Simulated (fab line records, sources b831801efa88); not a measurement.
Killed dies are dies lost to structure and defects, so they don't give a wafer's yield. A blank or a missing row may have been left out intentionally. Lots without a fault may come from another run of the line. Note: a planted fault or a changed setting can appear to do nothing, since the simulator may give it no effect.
Comparing a struck lot with a sound one :: flow gf180mcu :: 15 steps out of a route of 602
Sound: these wafers, L190.1, L190.2, L190.3. The struck wafers were L199.1, L199.3, L199.5. The cause is named last.
For every step that has rows: the tool of each side, followed by ch and its chambers, followed by its first start. Under that, the readings that differ: sound wafers :: struck wafers :: difference of the means :: sigmas: that difference in standard deviations of wafers without a fault.
alike: readings with means less than 2 such deviations apart, plus words and numbers identical on both sides. not compared: withheld readings, readings lacking a value on some wafer, bounds such as >300 that could conceal the same value, and numbers that have no deviation in the record and whose values overlap.
A row with sigmas, a row that says differs or no value, or rows on one side alone: a step with any of these is where the two part. Non-overlapping numbers with no deviation appear without sigmas and do not part them. A reading that every wafer of one side lacks parts them only if that side has two wafers or more.

GF_V2_BOW_MEAS_05:
  sound on film-metro-01 at day 19 04:14; struck on film-metro-03 at day 23 13:29
reading: V2_BOW (um)
sound: 113 111 101
struck: 97 89 92
difference: -16
sigmas: -2
then, 8 steps without rows for these wafers: GF_V2_DEHYDRATE_06 (time 60 s); GF_V2_HMDS_07 (prime time 60 s); GF_V2_COAT_08; GF_V2_COAT_09 (resist thk 1000 nm); GF_V2_SOFTBAKE_10 (time 60 s); GF_V2_EXPOSE_11 (exposes mask Via2, target cd 260 nm); GF_V2_PEB_12 (peb time 90 s); GF_V2_DEVELOP_13 (develop time 60 s).
GF_V2_CD_MEAS_14: the cd target is 260 nm.
  sound on cd-sem-01 at day 20 04:30; struck on cd-sem-02 at day 24 12:14
  alike: cd-nm
GF_V2_OVL_MEAS_15:
  sound on overlay-02 at day 20 04:37; struck on overlay-02 at day 24 12:22
  alike: V2_OVL
GF_V2_ETCH_16: etches BARC in N2/H2.
  sound on rie-diel-04 ch 0,1,3, day 20 04:39; struck on rie-diel-04 ch 1,3, day 24 12:24
  alike: bias-w, chamber-pressure-mTorr, drypump-motor-current-A, n2-flow-sccm, oes-product-au, throttle-valve-pct
GF_V2_ETCH_17: etches SiO2 in C4F8/O2/Ar, stops on TiN, target depth 630 nm.
  sound on rie-diel-04 ch 0,1,3, day 20 04:00; struck on rie-diel-04 ch 1,3, day 24 12:00
  no value came back on the struck wafers for bias-w (W), chamber-pressure-mTorr (mTorr), oes-product-au (a.u.); on the sound wafers bias-w (W) reads 1195 1197 1199
GF_V2_STRIP_18: strips in O2/N2.
  sound on plasma-asher-03 ch 0,1, day 20 04:47; struck on plasma-asher-04 ch 0,1, day 24 12:32
reading: drypump-motor-current-A (A)
sound: 5.8 5.9 5.8
struck: 5.1 5.2 5.2
difference: -0.7
sigmas: -2

reading: oes-product-au (a.u.)
sound: 0.594 0.592 0.596
struck: 0.668 0.671 0.669
difference: +0.075
sigmas: +16
  alike: heater-power-w, n2-flow-sccm
  not compared: rf-hours-counter-h
then, 1 step without rows for these wafers: GF_V2_STRIP_19 (strips in post etch residue remover, time 1200 s).

== WHERE THEY PART ==
Last at GF_V2_STRIP_18 as far as this record goes, first at GF_V2_BOW_MEAS_05.

WHY: the cause the simulator had injected
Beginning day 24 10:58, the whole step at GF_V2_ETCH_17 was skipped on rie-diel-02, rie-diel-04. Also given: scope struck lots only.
